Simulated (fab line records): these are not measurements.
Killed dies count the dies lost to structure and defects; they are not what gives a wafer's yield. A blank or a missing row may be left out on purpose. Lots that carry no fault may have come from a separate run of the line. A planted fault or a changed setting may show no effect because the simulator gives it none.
fab line records	flow gf180mcu
[record] lots = 5	wafers = 23
route steps=602 shown V4@493 MIM@510 TOP_METAL@569 PASSIVATION@593
start_h: start of the lot's first displayed wafer, in hours after the record's first day	wait_h: time in hours since the lot's previous step	" unchanged from the row above	L1.1+2: one row covering several wafers at once	- either no value or no given start	* or withheld: withheld	< > ~ a bound
route shown NAME@n: names a module that has steps shown in the file, with the first one's number in the route	usual: mean/standard deviation of fault-free wafers	same: alike in all rows	chamber/n: place in a boat	sites: the reading at each site	_std_site: their standard deviation	_edge_site: mean of outer sites minus mean of inner sites	radius_mm: how far each site lies from the wafer's centre	mask NAME#n: copy n	behind: the most recent tool/chamber to have shaped the wafer	hold: reason for holding the lot/hours on hold/outcome of the hold	device: the transistor (n, p or np) that didn't switch	end of line: the tests these same wafers got at the end of their route	where a step has no rows: the recipe by itself	killed: dies that structure and defects cost at the first sort, which is not the same as the wafer's yield	map: shows each die of a wafer: x if killed, . if not, _ if none is there
set.NAME: the setting that was run; set.NAME@STEP: the one run at that earlier step	model.NAME: the simulator's own value behind a step, which no gauge read
one table per step and one row per wafer, for lots whose settings were changed on purpose
[[steps]]
[step GF_V4_ETCH_17]
[recipe] chemistry = C4F8/O2/Ar	mask_material = KrF	target = SiO2	stop_on = TiN	source_w = 1500	bias_w = 1200	pressure_mtorr = 40	c4f8_flow_sccm = withheld	O2_flow_sccm = 6	Ar_flow_sccm = 300	time_s = withheld	target_depth_a = 6300
[usual] oes_product_au = 0.856/0.0042
lot.wafer	tool	chamber	start_h	wait_h	set.source_w	set.leave_above_ref_nm@V4_CMP_04	oes_product_au	model.V4.feature_depth_nm
L074.1	rie_diel-01	2	-	-	1421	632.5	0.857	631.4
L074.2	"	3	"	"	1500	667.3	0.876	667.4
L074.3	"	1	"	"	1500	632.5	0.860	632.3
L074.5	"	1	"	"	1421	667.3	0.889	665.9
L074.6	"	2	"	"	1421	632.5	0.856	632.2
L075.1	rie_diel-01	3	-	-	1336	671.3	0.883	672
L075.2	"	1	"	"	1500	671.3	0.889	670.9
L075.3	"	0	"	"	1500	671.3	0.893	672.2
L075.5	"	3	"	"	1336	632.5	0.856	631.4
L075.6	"	1	"	"	1336	632.5	0.851	632.7
L076.1	rie_diel-01	0	-	-	1500	632.5	0.860	631.9
L076.3	"	3	"	"	1500	632.5	0.852	632.6
L076.4	"	1	"	"	1500	600.6	0.834	601.4
L076.5	"	0	"	"	1500	632.5	0.862	634.1
L076.6	"	3	"	"	1500	600.6	0.831	600.7
L081.1	rie_diel-03	2	-	-	1500	605.6	0.836	605.4
L081.2	"	0	"	"	1605	632.5	0.855	632.7
L081.3	"	3	"	"	1500	605.6	0.831	604.3
L081.4	"	1	"	"	1500	632.5	0.858	632.2
L081.6	"	2	"	"	1605	632.5	0.857	634.3
L084.1	rie_diel-01	2	-	-	1500	632.5	0.854	633.1
L084.3	"	1	"	"	1500	632.5	0.858	631.9
L084.4	"	1	"	"	1500	632.5	0.860	630.7
[step GF_MIM_SPUTTER_07]
[recipe] material = TiN	target_thk_nm = 60	power_w = 6500	time_s = 50	chamber_pressure_pa = 0.4
lot.wafer	tool	chamber	start_h	wait_h	set.power_w	model.TiN_of_MIM_SPUTTER_07.thk_nm
L074.1	pvd_sputter-02	-	550.31	0.1	6500	60.28
L074.2	"	-	"	"	6500	60.73
L074.3	"	-	"	"	5937	54.73
L074.5	"	-	"	"	6500	60.27
L074.6	"	-	"	"	5937	55.14
L075.1	pvd_sputter-01	-	562.48	0.1	6500	60.2
L075.2	"	-	"	"	6199	56.93
L075.3+6	"	-	"	"	6500	60.69
L075.5	"	-	"	"	6199	56.65
L076.1	pvd_sputter-02	-	572.89	0.1	6500	59.88
L076.3	"	-	"	"	6500	60.5
L076.4	"	-	"	"	6500	60.36
L076.5	"	-	"	"	6500	60.06
L076.6	"	-	"	"	6500	60.07
L081.1	pvd_sputter-03	-	638.69	0.1	6500	58.55
L081.2	"	-	"	"	6500	59.08
L081.3	"	-	"	"	6728	61.54
L081.4	"	-	"	"	6728	60.87
L081.6	"	-	"	"	6500	59.3
L084.1	pvd_sputter-01	-	650.09	0.1	6500	60.14
L084.3	"	-	"	"	6500	60.9
L084.4	"	-	"	"	6500	60.47
[step GF_MIM_DEVELOP_18]
[recipe] develop_time_s = 60	dev_temp_c = 23
lot.wafer	tool	chamber	start_h	wait_h	set.develop_time_s
L074.1+5	litho_track-04	0	572.04	0.1	60
L074.2+3+6	"	0	"	"	53.46
L075.1+2+5	litho_track-02	0	584.08	0.1	66.13
L075.3+6	"	0	"	"	60
L076.1+3+4+5+6	litho_track-04	0	594.14	0.1	60
L081.1+2+3+4+6	litho_track-04	0	657.93	0.1	60
L084.1+3+4	litho_track-04	0	669.43	0.1	60
[step GF_MIM_METAL_ETCH_19]
[recipe] chemistry = Cl2/BCl3	mask_material = NOVOLAK	stop_on = Si3N4	target_depth_nm = 324.5	pressure_mtorr = 8	icp_w = 800	bias_w = 140	Cl2_flow_sccm = 80	bcl3_flow_sccm = 40	time_s = 54.1
lot.wafer	tool	chamber	start_h	wait_h	set.develop_time_s@MIM_DEVELOP_18	model.MIM.cd_nm
L074.1	rie_metal-03	0	572.19	0.1	60	1998
L074.2	"	1	"	"	53.46	2013
L074.3	"	1	"	"	53.46	2014
L074.5	"	1	"	"	60	2001
L074.6	"	0	"	"	53.46	2010
L075.1+5	rie_metal-03	0	584.23	0.1	66.13	1994
L075.2	"	1	"	"	66.13	1997
L075.3	"	0	"	"	60	2001
L075.6	"	1	"	"	60	2007
L076.1	rie_metal-03	1	594.29	0.1	60	2003
L076.3	"	0	"	"	60	1999
L076.4+5	"	1,0	"	"	60	1997
L076.6	"	1	"	"	60	2000
L081.1	rie_metal-03	1	658.08	0.1	60	1997
L081.2	"	0	"	"	60	1999
L081.3	"	0	"	"	60	1995
L081.4	"	1	"	"	60	1998
L081.6	"	0	"	"	60	1994
L084.1+3	rie_metal-03	0	669.58	0.1	60	1994
L084.4	"	1	"	"	60	1997
[step GF_TOP_METAL_SPUTTER_02]
[recipe] material = AlCu	target_thk_nm = 900	power_w = 10600	chamber_pressure_pa = 0.3	substrate_temp_c = 250	gas = Ar	time_s = 47.82
lot.wafer	tool	chamber	start_h	wait_h	set.time_s	model.AlCu_of_TOP_METAL_SPUTTER_02.thk_nm
L074.1	pvd_sputter-01	-	617.53	0.0	47.82	905.3
L074.2	"	-	"	"	47.82	912.3
L074.3	"	-	"	"	47.82	900.5
L074.5	"	-	"	"	47.82	895.7
L074.6	"	-	"	"	47.82	893.4
L075.1	pvd_sputter-01	-	629.08	0.0	43.21	819.8
L075.2	"	-	"	"	43.21	809.4
L075.3	"	-	"	"	43.21	812
L075.5	"	-	"	"	47.82	910.1
L075.6	"	-	"	"	47.82	896.4
L076.1	pvd_sputter-04	-	638.77	0.0	47.82	921
L076.3	"	-	"	"	47.82	910.9
L076.4	"	-	"	"	54.29	1035
L076.5	"	-	"	"	54.29	1036
L076.6	"	-	"	"	54.29	1041
L081.1	pvd_sputter-02	-	698.15	0.0	47.82	917.6
L081.2	"	-	"	"	47.82	913.7
L081.3	"	-	"	"	47.82	899
L081.4	"	-	"	"	47.82	909.4
L081.6	"	-	"	"	47.82	905
L084.1	pvd_sputter-01	-	711.78	0.0	47.82	907.9
L084.3	"	-	"	"	47.82	898
L084.4	"	-	"	"	47.82	905.6
[step GF_TOP_METAL_SPUTTER_03]
[recipe] material = Ti	target_thk_nm = 5	substrate_temp_c = 300	chamber_pressure_pa = 0.3	power_w = 3000	time_s = 3.3
[step GF_TOP_METAL_SPUTTER_04]
[recipe] material = TiN	target_thk_nm = 25	power_w = 6500	time_s = 20.8	chamber_pressure_pa = 0.4
[step GF_TOP_METAL_RS_MEAS_05]
[recipe] thk_meas_gauge = four-point-probe	reads = TiN_of_TOP_METAL_SPUTTER_04+Ti_of_TOP_METAL_SPUTTER_03+AlCu_of_TOP_METAL_SPUTTER_02+TiN_of_TOP_METAL_SPUTTER_01+Ti_of_TOP_METAL_SPUTTER_00
[usual] TOP_METAL_ALCU_RS = 0.03249/0.0003
lot.wafer	tool	chamber	start_h	wait_h	set.time_s@TOP_METAL_SPUTTER_02	TOP_METAL_ALCU_RS[ohm/sq]
L074.1	film_metro-03	-	617.62	0.0	47.82	0.03256
L074.2	"	-	"	"	47.82	0.03221
L074.3	"	-	"	"	47.82	0.03274
L074.5	"	-	"	"	47.82	0.03293
L074.6	"	-	"	"	47.82	0.03294
L075.1	film_metro-01	-	629.17	0.0	43.21	0.03598
L075.2	"	-	"	"	43.21	0.03646
L075.3	"	-	"	"	43.21	0.03641
L075.5	"	-	"	"	47.82	0.03235
L075.6	"	-	"	"	47.82	0.03286
L076.1	film_metro-01	-	638.86	0.0	47.82	0.03201
L076.3	"	-	"	"	47.82	0.03239
L076.4	"	-	"	"	54.29	0.02847
L076.5	"	-	"	"	54.29	0.02838
L076.6	"	-	"	"	54.29	0.02834
L081.1	film_metro-04	-	698.24	0.0	47.82	0.03205
L081.2	"	-	"	"	47.82	0.03225
L081.3	"	-	"	"	47.82	0.03274
L081.4	"	-	"	"	47.82	0.03237
L081.6	"	-	"	"	47.82	0.03257
L084.1	film_metro-01	-	711.90	0.0	47.82	0.0324
L084.3	"	-	"	"	47.82	0.0328
L084.4	"	-	"	"	47.82	0.03251
[step GF_TOP_METAL_THK_MEAS_06]
[recipe] thk_meas_gauge = xrf	reads = AlCu_of_TOP_METAL_SPUTTER_02
[usual] TOP_METAL_ALCU_THK = 902/9.4
lot.wafer	tool	chamber	start_h	wait_h	set.time_s@TOP_METAL_SPUTTER_02	TOP_METAL_ALCU_THK[nm]
L074.1	film_metro-03	-	617.74	0.1	47.82	903
L074.2	"	-	"	"	47.82	907
L074.3	"	-	"	"	47.82	900
L074.5	"	-	"	"	47.82	894
L074.6	"	-	"	"	47.82	888
L075.1	film_metro-01	-	629.29	0.1	43.21	822
L075.2	"	-	"	"	43.21	810
L075.3	"	-	"	"	43.21	812
L075.5	"	-	"	"	47.82	912
L075.6	"	-	"	"	47.82	893
L076.1	film_metro-01	-	638.98	0.1	47.82	921
L076.3	"	-	"	"	47.82	909
L076.4	"	-	"	"	54.29	1031
L076.5	"	-	"	"	54.29	1032
L076.6	"	-	"	"	54.29	1043
L081.1	film_metro-04	-	698.36	0.1	47.82	918
L081.2	"	-	"	"	47.82	919
L081.3	"	-	"	"	47.82	904
L081.4	"	-	"	"	47.82	918
L081.6	"	-	"	"	47.82	909
L084.1	film_metro-01	-	712.02	0.1	47.82	904
L084.3	"	-	"	"	47.82	890
L084.4	"	-	"	"	47.82	894
[step GF_TOP_METAL_COAT_09]
[recipe] resist = NOVOLAK	spin_rpm = 3000	resist_thk_nm = 1500
lot.wafer	tool	chamber	start_h	wait_h	set.spin_rpm	model.NOVOLAK_of_TOP_METAL_COAT_09.thk_nm
L074.1	litho_track-04	0	627.68	0.1	3000	1497
L074.2+5	"	0	"	"	2852	1540
L074.3	"	0	"	"	3000	1500
L074.6	"	0	"	"	2852	1538
L075.1+2+3	litho_track-04	0	639.03	0.1	3000	-
L075.5	"	0	"	"	3000	1497
L075.6	"	0	"	"	3000	1499
L076.1	litho_track-03	0	648.51	0.1	3062	1484
L076.3	"	0	"	"	3062	1485
L076.4	"	0	"	"	3062	-
L076.5+6	"	0	"	"	3000	-
L081.1+3	litho_track-01	0	707.86	0.1	3000	1503
L081.2	"	0	"	"	3000	1496
L081.4	"	0	"	"	3160	1463
L081.6	"	0	"	"	3160	1461
L084.1+4	litho_track-03	0	719.96	0.1	3000	1503
L084.3	"	0	"	"	3000	1497
[step GF_TOP_METAL_METAL_ETCH_16]
[recipe] chemistry = Cl2/BCl3	mask_material = NOVOLAK	target_depth_nm = 1077.5	stop_on = SiO2	pressure_mtorr = 8	icp_w = 800	bias_w = 140	Cl2_flow_sccm = 80	bcl3_flow_sccm = 40	time_s = 179.6
lot.wafer	tool	chamber	start_h	wait_h	set.pressure_mtorr	set.spin_rpm@TOP_METAL_COAT_09	model.NOVOLAK_of_TOP_METAL_COAT_09.thk_nm
L074.1	rie_metal-01	0	638.24	0.0	8	3000	1059
L074.2	"	1	"	"	8	2852	1101
L074.3	"	1	"	"	8	3000	1063
L074.5	"	1	"	"	8	2852	1107
L074.6	"	0	"	"	8	2852	1100
L075.1+2+3	rie_metal-02	1,0,1	648.89	0.0	9.075	3000	-
L075.5	"	0	"	"	9.075	3000	1065
L075.6	"	1	"	"	9.075	3000	1053
L076.1	rie_metal-02	1	658.51	0.0	8.697	3062	1040
L076.3	"	0	"	"	8.697	3062	1054
L076.4	"	1	"	"	8.697	3062	-
L076.5+6	"	1,0	"	"	8.697	3000	-
L081.1	rie_metal-02	1	717.04	0.0	7.438	3000	1069
L081.2	"	0	"	"	7.438	3000	1078
L081.3	"	1	"	"	7.438	3000	1071
L081.4	"	0	"	"	7.438	3160	1046
L081.6	"	0	"	"	7.438	3160	1043
L084.1	rie_metal-01	0	729.66	0.0	8	3000	1064
L084.3	"	1	"	"	8	3000	1063
L084.4	"	0	"	"	8	3000	1066
[step GF_TOP_METAL_STRIP_17]
[recipe] chemistry = O2/N2	power_w = 1400	pressure_mtorr = 1500	platen_temp_c = 250	o2_flow_sccm = 3000	n2_flow_sccm = 300	overash_fraction = 0.5
[usual] strip_time_to_endpoint_s = 13.42/0.1
lot.wafer	tool	chamber	start_h	wait_h	set.spin_rpm@TOP_METAL_COAT_09	strip_time_to_endpoint_s
L074.1	plasma_asher-02	0	638.42	0.1	3000	13.31
L074.2	"	1	"	"	2852	13.82
L074.3	"	0	"	"	3000	13.37
L074.5	"	0	"	"	2852	13.89
L074.6	"	1	"	"	2852	13.82
L075.1	plasma_asher-02	0	649.07	0.1	3000	13.22
L075.2	"	1	"	"	3000	13.43
L075.3	"	1	"	"	3000	13.28
L075.5	"	1	"	"	3000	13.40
L075.6	"	0	"	"	3000	13.26
L076.1	plasma_asher-01	1	658.69	0.1	3062	13.13
L076.3	"	1	"	"	3062	13.27
L076.4	"	0	"	"	3062	13.17
L076.5	"	1	"	"	3000	13.42
L076.6	"	0	"	"	3000	13.44
L081.1	plasma_asher-02	1	717.21	0.1	3000	13.45
L081.2	"	0	"	"	3000	13.56
L081.3	"	0	"	"	3000	13.45
L081.4	"	1	"	"	3160	13.20
L081.6	"	1	"	"	3160	13.17
L084.1	plasma_asher-02	0	729.84	0.1	3000	13.37
L084.3	"	0	"	"	3000	13.37
L084.4	"	1	"	"	3000	13.41
[step GF_PASSIVATION_COAT_06]
[recipe] spin_rpm = 2000	resist_thk_nm = 4000
lot.wafer	tool	chamber	start_h	wait_h	set.resist_thk_nm	model.coat_of_PASSIVATION_COAT_06.thk_nm
L074.1	litho_track-04	0	649.03	0.1	4000	4002
L074.2	"	0	"	"	4000	4001
L074.3	"	0	"	"	4000	4016
L074.5	"	0	"	"	4000	3998
L074.6	"	0	"	"	4000	4007
L075.1	litho_track-04	0	659.43	0.1	4162	4164
L075.2	"	0	"	"	4162	4177
L075.3	"	0	"	"	4000	4003
L075.5	"	0	"	"	4000	3998
L075.6	"	0	"	"	4162	4168
L076.1	litho_track-02	0	668.88	0.1	4000	3977
L076.3	"	0	"	"	3879	3873
L076.4	"	0	"	"	3879	3864
L076.5	"	0	"	"	4000	3994
L076.6	"	0	"	"	3879	3857
L081.1	litho_track-02	0	726.88	0.1	4000	3996
L081.2	"	0	"	"	4000	3980
L081.3	"	0	"	"	4000	3998
L081.4	"	0	"	"	4000	3986
L081.6	"	0	"	"	4000	3991
L084.1	litho_track-03	0	738.70	0.1	4000	3993
L084.3	"	0	"	"	4000	3987
L084.4	"	0	"	"	4000	3990
[step GF_PASSIVATION_ETCH_11]
[recipe] chemistry = CF4/O2	target_depth_nm = 1800	stop_on = TiN	source_w = 800	bias_w = 150	pressure_mtorr = 150	cf4_flow_sccm = 80	O2_flow_sccm = 10	time_s = 400
lot.wafer	tool	chamber	start_h	wait_h	set.bias_w
L074.1+6	rie_diel-02	0	658.71	-	141.4
L074.2+3+5	"	1,3,1	"	"	150
L075.1+2+3+5+6	rie_diel-03	1,0,2,2,1	669.28	-	150
L076.1+5+6	rie_diel-03	1,2,3	678.91	-	143.4
L076.3+4	"	3,0	"	"	150
L081.1+2+4	rie_diel-03	0,3,1	735.58	-	150
L081.3+6	"	2,0	"	"	163.5
L084.1+3+4	rie_diel-04	2,0,1	748.23	-	150
[step GF_PASSIVATION_STRIP_12]
[recipe] chemistry = O2/N2	power_w = 1400	pressure_mtorr = 1500	platen_temp_c = 250	o2_flow_sccm = 3000	n2_flow_sccm = 300	overash_fraction = 0.5
[usual] strip_time_to_endpoint_s = 34.61/0.24
lot.wafer	tool	chamber	start_h	wait_h	set.resist_thk_nm@PASSIVATION_COAT_06	strip_time_to_endpoint_s
L074.1	plasma_asher-02	1	658.94	0.1	4000	35.03
L074.2	"	0	"	"	4000	34.70
L074.3	"	1	"	"	4000	34.50
L074.5	"	0	"	"	4000	34.58
L074.6	"	1	"	"	4000	35.04
L075.1	plasma_asher-04	0	669.52	0.1	4162	36.49
L075.2	"	1	"	"	4162	36.92
L075.3	"	0	"	"	4000	34.74
L075.5	"	0	"	"	4000	34.75
L075.6	"	1	"	"	4162	36.57
L076.1	plasma_asher-02	0	679.14	0.1	4000	34.62
L076.3	"	0	"	"	3879	33.41
L076.4	"	1	"	"	3879	33.33
L076.5	"	1	"	"	4000	34.83
L076.6	"	0	"	"	3879	33.39
L081.1	plasma_asher-02	1	735.82	0.1	4000	34.68
L081.2	"	0	"	"	4000	34.50
L081.3	"	1	"	"	4000	34.21
L081.4	"	0	"	"	4000	34.46
L081.6	"	1	"	"	4000	34.21
L084.1	plasma_asher-04	1	748.47	0.1	4000	34.36
L084.3	"	1	"	"	4000	35.04
L084.4	"	0	"	"	4000	34.33
[[key]]
[split] step = GF_V4_ETCH_17	setting = source_w	stated = 1500	by = wafer
response none clear
[split] step = GF_MIM_SPUTTER_07	setting = power_w	stated = 6500	by = wafer
[response] step = GF_MIM_SPUTTER_07	reading = model.TiN_of_MIM_SPUTTER_07.thk_nm	change = +0.668	per = 1%	r = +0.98
[split] step = GF_MIM_DEVELOP_18	setting = develop_time_s	stated = 60	by = wafer
[response] step = GF_MIM_METAL_ETCH_19	reading = model.MIM.cd_nm	change = -1.05	per = 1%	r = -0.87
[split] step = GF_TOP_METAL_SPUTTER_02	setting = time_s	stated = 47.82	by = wafer
[response] step = GF_TOP_METAL_SPUTTER_02	reading = model.AlCu_of_TOP_METAL_SPUTTER_02.thk_nm	change = +9.07	per = 1%	r = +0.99
[response] step = GF_TOP_METAL_RS_MEAS_05	reading = TOP_METAL_ALCU_RS	change = -0.000315	per = 1%	r = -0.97
[response] step = GF_TOP_METAL_THK_MEAS_06	reading = TOP_METAL_ALCU_THK	change = +8.96	per = 1%	r = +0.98
[split] step = GF_TOP_METAL_COAT_09	setting = spin_rpm	stated = 3000	by = wafer
[response] step = GF_TOP_METAL_COAT_09	reading = model.NOVOLAK_of_TOP_METAL_COAT_09.thk_nm	change = -7.77	per = 1%	r = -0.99
[response] step = GF_TOP_METAL_METAL_ETCH_16	reading = model.NOVOLAK_of_TOP_METAL_COAT_09.thk_nm	change = -6.8	per = 1%	r = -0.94
[response] step = GF_TOP_METAL_STRIP_17	reading = strip_time_to_endpoint_s	change = *	per = 1%	r = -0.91
[split] step = GF_TOP_METAL_METAL_ETCH_16	setting = pressure_mtorr	stated = 8	by = lot
response none clear
[split] step = GF_PASSIVATION_COAT_06	setting = resist_thk_nm	stated = 4000	by = wafer
[response] step = GF_PASSIVATION_COAT_06	reading = model.coat_of_PASSIVATION_COAT_06.thk_nm	change = +41.2	per = 1%	r = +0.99
[response] step = GF_PASSIVATION_STRIP_12	reading = strip_time_to_endpoint_s	change = *	per = 1%	r = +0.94
[split] step = GF_PASSIVATION_ETCH_11	setting = bias_w	stated = 150	by = wafer
response none clear
split outside_this_file step=GF_V4_CMP_04 setting=leave_above_ref_nm
// split outside_this_file: this setting was split too, and the file shows its column; the key of that split is in another file
